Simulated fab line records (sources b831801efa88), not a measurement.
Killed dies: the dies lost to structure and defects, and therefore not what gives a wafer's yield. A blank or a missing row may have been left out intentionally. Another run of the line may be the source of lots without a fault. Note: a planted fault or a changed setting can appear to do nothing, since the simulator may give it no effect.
fab line records	flow gf180mcu
[record] lots = 12	wafers = 36	last_day = 34
route steps=602 shown STI@23 MVSD@74 M1@318 V1@360
lots that met no fault: taken from a fault-free run of the same line
start_h: hours from the record's first day to the start of the lot's first wafer shown	wait_h: hours from the lot's prior step to this one	" unchanged from the row above	L1.1+2: several wafers, shown together as one row	- no value present, or no start provided	* or withheld: withheld	< > ~ a bound
route shown NAME@n: NAME is a module with steps in the file, n the number in the route of the first one	usual: average and standard deviation across the fault-free wafers	same: alike in all rows	chamber/n: place in a boat	sites: each site's reading	_std_site: how widely they spread, as a standard deviation	_edge_site: the outer-site mean with the inner-site mean subtracted	radius_mm: how far each site lies from the wafer's centre	mask NAME#n: copy n	behind: tool/chamber where the wafer was last shaped	hold: why the lot was held/for how many hours/how that ended	device: the transistor (n, p or np) that didn't switch	end of line: tests of these same wafers at the route's end	a step with no rows: only its recipe	killed: count of dies lost to structure and defects at first sort (not the wafer's yield)	map: a wafer's dies, marking killed ones x, the rest . and places with no die _
set.NAME: the setting the step ran with; set.NAME@STEP: the setting that earlier step ran with	model.NAME: the simulator's own value behind a step, which no gauge read
a sample of lots followed through the steps of the route, with each step as a table and each wafer as a row
services: the hour from which a tool's chamber was out of use, counted from the record's first day as start_h (under 0 if before that day), plus the number of hours and why
[[steps]]
[step GF_STI_THK_MEAS_22]
[recipe] reads = SiO2_of_STI_OXIDATION_21
[usual] STI_OXIDATION_01_THK = 15.09/0.28
lot.wafer	tool	chamber	start_h	wait_h	STI_OXIDATION_01_THK[nm]
L780.1	film_metro-02	-	43.48	0.0	15.15
L780.5	"	-	"	"	15.38
L780.6	"	-	"	"	15.38
L779.2	film_metro-04	-	43.49	0.0	15.15
L779.3	"	-	"	"	15.18
L779.6	"	-	"	"	15.34
L781.2	film_metro-02	-	48.42	0.0	15.10
L781.4	"	-	"	"	15.06
L781.6	"	-	"	"	14.99
L782.3	film_metro-02	-	57.85	0.0	15.27
L782.5	"	-	"	"	15.56
L782.6	"	-	"	"	15.27
L784.1	film_metro-04	-	64.69	0.0	15.22
L784.3	"	-	"	"	15.09
L784.6	"	-	"	"	15.19
L785.1	film_metro-01	-	69.38	0.0	14.85
L785.2	"	-	"	"	15.05
L785.6	"	-	"	"	15.01
L787.1	film_metro-02	-	80.01	0.0	15.16
L787.2	"	-	"	"	14.96
L787.4	"	-	"	"	15.01
L792.3	film_metro-04	-	104.11	0.0	15.09
L792.4	"	-	"	"	14.76
L792.5	"	-	"	"	14.67
L793.3	film_metro-01	-	109.88	0.0	14.98
L793.4	"	-	"	"	15.13
L793.5	"	-	"	"	14.93
L795.1	film_metro-04	-	120.59	0.0	14.30
L795.5	"	-	"	"	14.66
L795.6	"	-	"	"	14.71
L798.1	film_metro-02	-	135.14	0.0	15.03
L798.3	"	-	"	"	14.99
L798.4	"	-	"	"	15.11
L800.2	film_metro-02	-	148.94	0.0	15.66
L800.4	"	-	"	"	15.57
L800.5	"	-	"	"	15.64
[step GF_MVSD_IMPLANT_08]
[recipe] species = P	energy_kev = 400	dose_cm2 = 1.6e+13	tilt_deg = 0
[usual] dose_ions_cm2 = 1.5999e+13/1.5e+10	end_station_pressure_torr = 5.02e-06/2.8e-07	faraday_current_uA = 90.5/1.9
lot.wafer	tool	chamber	start_h	wait_h	dose_ions_cm2	end_station_pressure_torr	faraday_current_uA
L779.2	implanter-04	0	98.32	0.0	1.5978e+13	4.93e-06	90.1
L779.3	"	0	"	"	1.601e+13	4.89e-06	91.1
L779.6	"	0	"	"	1.6011e+13	5.02e-06	90.3
L780.1	implanter-02	0	98.65	0.0	1.6012e+13	5.4e-06	91.3
L780.5	"	0	"	"	1.5997e+13	4.96e-06	88.8
L780.6	"	0	"	"	1.599e+13	4.69e-06	92.9
L781.2	implanter-04	0	104.22	0.0	1.602e+13	4.82e-06	94.5
L781.4	"	0	"	"	1.5993e+13	5.61e-06	91.5
L781.6	"	0	"	"	1.6001e+13	5.07e-06	91.1
L782.3	implanter-02	0	116.00	0.1	1.6008e+13	5.25e-06	91.3
L782.5	"	0	"	"	1.6002e+13	4.95e-06	92.2
L782.6	"	0	"	"	1.6e+13	4.59e-06	92.9
L784.1	implanter-01	0	125.05	0.0	1.6011e+13	5.48e-06	88.4
L784.3	"	0	"	"	1.6047e+13	5.2e-06	91.0
L784.6	"	0	"	"	1.6026e+13	5.09e-06	89.7
L785.1	implanter-04	0	129.29	0.0	1.5986e+13	5.79e-06	89.3
L785.2	"	0	"	"	1.5998e+13	5.12e-06	88.3
L785.6	"	0	"	"	1.5987e+13	4.67e-06	90.4
L787.1	implanter-02	0	140.19	0.0	1.6003e+13	4.88e-06	93.3
L787.2	"	0	"	"	1.5993e+13	4.62e-06	92.7
L787.4	"	0	"	"	1.6003e+13	4.92e-06	91.0
L792.3	implanter-01	0	168.84	0.1	1.6004e+13	5.72e-06	87.8
L792.4	"	0	"	"	1.5986e+13	5.35e-06	91.2
L792.5	"	0	"	"	1.5986e+13	5.23e-06	91.5
L793.3	implanter-04	0	174.84	0.1	1.6004e+13	4.57e-06	89.3
L793.4	"	0	"	"	1.601e+13	5.18e-06	92.5
L793.5	"	0	"	"	1.5994e+13	4.99e-06	89.3
L795.1	implanter-04	0	184.19	0.0	1.3251e+13	4.95e-06	72.3
L795.5	"	0	"	"	1.3228e+13	5.08e-06	75.2
L795.6	"	0	"	"	1.3281e+13	4.79e-06	75.9
L798.1	implanter-04	0	200.79	0.0	1.3223e+13	4.69e-06	71.4
L798.3	"	0	"	"	1.3223e+13	4.68e-06	75.3
L798.4	"	0	"	"	1.3234e+13	5.44e-06	71.3
L800.2	implanter-02	0	220.27	0.0	1.6007e+13	5.18e-06	89.4
L800.4	"	0	"	"	1.6018e+13	5.72e-06	90.1
L800.5	"	0	"	"	1.6008e+13	4.99e-06	91.4
[step GF_MVSD_TW_MEAS_11]
[usual] MVSD_TW = 1586/14
lot.wafer	tool	chamber	start_h	wait_h	MVSD_TW
L779.2	film_metro-02	-	98.71	0.1	1591
L779.3	"	-	"	"	1603
L779.6	"	-	"	"	1586
L780.1	film_metro-04	-	99.05	0.1	1568
L780.5	"	-	"	"	1569
L780.6	"	-	"	"	1571
L781.2	film_metro-04	-	104.61	0.1	1558
L781.4	"	-	"	"	1557
L781.6	"	-	"	"	1570
L782.3	film_metro-04	-	116.37	0.1	1566
L782.5	"	-	"	"	1569
L782.6	"	-	"	"	1570
L784.1	film_metro-03	-	125.45	0.1	1589
L784.3	"	-	"	"	1597
L784.6	"	-	"	"	1594
L785.1	film_metro-03	-	129.69	0.1	1596
L785.2	"	-	"	"	1598
L785.6	"	-	"	"	1594
L787.1	film_metro-02	-	140.59	0.1	1587
L787.2	"	-	"	"	1590
L787.4	"	-	"	"	1590
L792.3	film_metro-03	-	169.21	0.1	1599
L792.4	"	-	"	"	1607
L792.5	"	-	"	"	1607
L793.3	film_metro-04	-	175.21	0.1	1577
L793.4	"	-	"	"	1575
L793.5	"	-	"	"	1572
L795.1	film_metro-04	-	184.59	0.1	1488
L795.5	"	-	"	"	1499
L795.6	"	-	"	"	1494
L798.1	film_metro-04	-	201.19	0.1	1478
L798.3	"	-	"	"	1484
L798.4	"	-	"	"	1488
L800.2	film_metro-04	-	220.65	0.1	1579
L800.4	"	-	"	"	1576
L800.5	"	-	"	"	1578
[step GF_VT_IMPLANT_RS_MEAS_46]
[recipe] thk_meas_gauge = four-point-probe
[usual] MVSD_RS = 456.9/1.1
lot.wafer	tool	chamber	start_h	wait_h	MVSD_RS[ohm/sq]
L779.2	film_metro-04	-	174.02	0.1	458.5
L779.3	"	-	"	"	457.3
L779.6	"	-	"	"	458.2
L780.1	film_metro-03	-	174.90	0.1	457.3
L780.5	"	-	"	"	457.0
L780.6	"	-	"	"	456.4
L781.2	film_metro-03	-	180.92	0.2	457.2
L781.4	"	-	"	"	456.9
L781.6	"	-	"	"	457.8
L782.3	film_metro-03	-	193.34	0.1	456.6
L782.5	"	-	"	"	456.2
L782.6	"	-	"	"	455.5
L784.1	film_metro-04	-	204.76	0.1	459.3
L784.3	"	-	"	"	459.0
L784.6	"	-	"	"	460.1
L785.1	film_metro-02	-	209.70	0.1	456.8
L785.2	"	-	"	"	457.8
L785.6	"	-	"	"	458.7
L787.1	film_metro-03	-	221.35	0.1	456.6
L787.2	"	-	"	"	456.2
L787.4	"	-	"	"	456.2
L792.3	film_metro-03	-	255.95	0.1	456.1
L792.4	"	-	"	"	456.8
L792.5	"	-	"	"	455.9
L793.3	film_metro-02	-	262.14	0.1	457.3
L793.4	"	-	"	"	457.0
L793.5	"	-	"	"	456.4
L795.1	film_metro-04	-	274.41	0.1	501.5
L795.5	"	-	"	"	501.5
L795.6	"	-	"	"	502.3
L798.1	film_metro-03	-	293.25	0.1	505.0
L798.3	"	-	"	"	503.7
L798.4	"	-	"	"	502.9
L800.2	film_metro-04	-	316.62	0.1	456.8
L800.4	"	-	"	"	455.8
L800.5	"	-	"	"	456.7
[step GF_M1_SPUTTER_03]
[recipe] material = Ti	target_thk_nm = 10	substrate_temp_c = 300	chamber_pressure_pa = 0.3	power_w = 3000	time_s = 6.7
[usual] throttle_valve_pct = 30.0/0.74
lot.wafer	tool	chamber	start_h	wait_h	throttle_valve_pct
L779.2	pvd_sputter-04	-	381.91	0.0	29.9
L779.3	"	-	"	"	30.8
L779.6	"	-	"	"	28.3
L780.1	pvd_sputter-04	-	384.93	0.0	28.3
L780.5	"	-	"	"	28.7
L780.6	"	-	"	"	30.9
L781.2	pvd_sputter-01	-	395.74	0.0	29.9
L781.4	"	-	"	"	31.3
L781.6	"	-	"	"	30.1
L782.3	pvd_sputter-01	-	410.36	0.0	30.0
L782.5	"	-	"	"	29.7
L782.6	"	-	"	"	31.3
L784.1	pvd_sputter-04	-	427.67	0.0	28.6
L784.3	"	-	"	"	30.8
L784.6	"	-	"	"	30.8
L785.1	pvd_sputter-01	-	438.34	0.0	31.1
L785.2	"	-	"	"	29.7
L785.6	"	-	"	"	29.8
L787.1	pvd_sputter-03	-	449.86	0.0	29.7
L787.2	"	-	"	"	30.2
L787.4	"	-	"	"	30.1
L792.3	pvd_sputter-01	-	500.02	0.0	29.8
L792.4	"	-	"	"	31.1
L792.5	"	-	"	"	30.0
L793.3	pvd_sputter-03	-	502.56	0.0	29.8
L793.4	"	-	"	"	30.3
L793.5	"	-	"	"	30.3
L795.1	pvd_sputter-03	-	515.47	0.0	30.3
L795.5	"	-	"	"	29.8
L795.6	"	-	"	"	30.0
L798.1	pvd_sputter-04	-	535.94	0.0	30.9
L798.3	"	-	"	"	29.5
L798.4	"	-	"	"	31.1
L800.2	pvd_sputter-01	-	562.61	0.0	29.8
L800.4	"	-	"	"	30.0
L800.5	"	-	"	"	29.9
[step GF_V1_THK_MEAS_25]
[recipe] thk_meas_gauge = xrf	reads = W_of_V1_CVD_23
[usual] V1_W_THK = 356/8.4
lot.wafer	tool	chamber	start_h	wait_h	V1_W_THK[nm]
L779.2	film_metro-04	-	431.55	0.1	349
L779.3	"	-	"	"	350
L779.6	"	-	"	"	347
L780.1	film_metro-04	-	434.15	0.1	349
L780.5	"	-	"	"	364
L780.6	"	-	"	"	350
L781.2	film_metro-02	-	444.70	0.1	352
L781.4	"	-	"	"	354
L781.6	"	-	"	"	354
L782.3	film_metro-04	-	461.18	0.1	353
L782.5	"	-	"	"	350
L782.6	"	-	"	"	347
L784.1	film_metro-02	-	477.79	0.1	355
L784.3	"	-	"	"	351
L784.6	"	-	"	"	357
L785.1	film_metro-02	-	489.41	0.1	363
L785.2	"	-	"	"	358
L785.6	"	-	"	"	358
L787.1	film_metro-04	-	501.40	0.1	360
L787.2	"	-	"	"	369
L787.4	"	-	"	"	357
L792.3	film_metro-01	-	549.25	0.1	344
L792.4	"	-	"	"	348
L792.5	"	-	"	"	347
L793.3	film_metro-01	-	551.15	0.1	352
L793.4	"	-	"	"	359
L793.5	"	-	"	"	350
L795.1	film_metro-04	-	563.69	0.1	350
L795.5	"	-	"	"	356
L795.6	"	-	"	"	350
L798.1	film_metro-02	-	583.34	0.1	360
L798.3	"	-	"	"	360
L798.4	"	-	"	"	374
L800.2	film_metro-04	-	607.87	0.1	351
L800.4	"	-	"	"	351
L800.5	"	-	"	"	355
[[services]]
tool	chamber	start_h	hours	kind
implanter-04	-	89.31	3.1	repair
implanter-04	-	94.14	2.5	repair
pvd_sputter-04	-	120.83	1.7	repair
implanter-04	-	122.52	4.5	pm
implanter-02	-	153.48	3.2	repair
pvd_sputter-04	-	155.56	1.3	repair
pvd_sputter-04	-	158.49	3.1	repair
pvd_sputter-04	-	173.41	1.1	repair
pvd_sputter-01	-	178.37	4.4	repair
implanter-02	-	200.57	2.0	repair
pvd_sputter-01	-	261.20	4.9	repair
implanter-02	-	274.85	3.3	repair
implanter-02	-	284.44	1.2	repair
implanter-04	-	327.07	2.8	repair
implanter-02	-	334.08	4.7	pm
implanter-02	-	353.61	5.1	pm
implanter-04	-	381.08	1.9	repair
pvd_sputter-01	-	388.70	4.6	repair
implanter-04	-	393.54	9.0	pm
pvd_sputter-01	-	424.91	6.7	repair
pvd_sputter-01	-	443.66	4.0	repair
implanter-04	-	450.85	0.6	repair
implanter-04	-	466.64	0.7	repair
pvd_sputter-01	-	554.83	7.3	repair
[[key]]
[first_sign] step = GF_MVSD_IMPLANT_08	reading = dose_ions_cm2	direction = down	sigmas = 99+	usual = 1.5999e+13	struck = 1.324e+13
[effect] step = GF_MVSD_IMPLANT_08	reading = faraday_current_uA	direction = down	sigmas = 9	usual = 90.5	struck = 73.5
[effect] step = GF_MVSD_TW_MEAS_11	reading = MVSD_TW	direction = down	sigmas = 7.1	usual = 1586	struck = 1489
[effect] step = GF_VT_IMPLANT_RS_MEAS_46	reading = MVSD_RS	direction = up	sigmas = 41	usual = 456.9	struck = 502.8
met_at GF_MVSD_IMPLANT_08
struck_lots L795,L798
tester_left_out L795,L798
not_acting_at GF_STI_THK_MEAS_22,GF_M1_SPUTTER_03,GF_V1_THK_MEAS_25
onset_between 174.84 184.19
[fault] kind = process_parameter_drift	tool = implanter-04	chamber = -	onset_h = 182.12	steps = GF_MVSD_IMPLANT_08	channel = dose_cm2	offset = -2.7487e+12	shape = step	end_h = 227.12	acts_in = these_recipes_only	stated = 1.6e+13
// tester_left_out: of these lots the tester's yield and bins aren't shown, on N5 and GAA mostly nor the transistor test; their killed dies are dies lost to structure and defects alone, not to doping, threshold or leakage, so they don't give the yield
